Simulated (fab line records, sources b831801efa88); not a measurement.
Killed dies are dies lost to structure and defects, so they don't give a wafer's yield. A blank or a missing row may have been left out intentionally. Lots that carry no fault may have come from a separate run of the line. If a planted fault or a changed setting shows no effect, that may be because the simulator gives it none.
Matching of chambers + flow sky130 + SKY_VIA4_ETCH_12 on rieDiel-02: 4 sister chambers
The step etches SiO2 in C4F8/O2/Ar, stops on TiN, target depth 580 nm. 8 wafers are shown with their chamber, then 8 later ones without.

WAFERS, EACH WITH ITS CHAMBER
| wafer  | chamber | oesProductAu (a.u.) |
|--------|---------|---------------------|
| L081.6 | 3       | 0.928               |
| L084.1 | 0       | 0.925               |
| L084.3 | 3       | 0.931               |
| L084.6 | 0       | 0.919               |
| L089.4 | 2       | 0.931               |
| L089.5 | 2       | 0.932               |
| L089.6 | 1       | 0.924               |
| L090.1 | 1       | 0.925               |

WAFERS MISSING THEIR CHAMBER
| wafer  | oesProductAu (a.u.) |
|--------|---------------------|
| L090.3 | 0.934               |
| L090.6 | 0.925               |
| L092.1 | 0.931               |
| L092.2 | 0.929               |
| L092.6 | 0.921               |
| L096.2 | 0.922               |
| L096.3 | 0.923               |
| L096.4 | 0.925               |

CHAMBER TAKEN BY EACH
| wafer  | from the rows above          | in truth |
|--------|------------------------------|----------|
| L090.3 | can't be placed: 2 or 3      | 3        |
| L090.6 | can't be placed: 1 or 0 or 3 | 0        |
| L092.1 | can't be placed: 2 or 3      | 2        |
| L092.2 | can't be placed: 3 or 2 or 1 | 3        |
| L092.6 | can't be placed: 0 or 1      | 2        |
| L096.2 | can't be placed: 0 or 1      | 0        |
| L096.3 | can't be placed: 0 or 1      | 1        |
| L096.4 | can't be placed: 1 or 0 or 3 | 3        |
Correctly placed: 0 of 8. Unplaceable from these rows: 8, with the true chamber sitting among the candidates in 7. Number placed wrongly: 0.
How it was worked out, from the rows above alone: a wafer's distance from a chamber is the root of the sum, over the readings, of the square of ((its reading less the chamber's mean) divided by the reading's scatter). If the next closest chamber is less than 2 further off than the closest, the wafer can't be placed; otherwise it belongs to the closest. A chamber's mean is the mean of its shown wafers. The scatter is the square root of a quotient: the sum, over the shown wafers, of each reading's squared deviation from its chamber's mean, divided by wafers minus chambers.
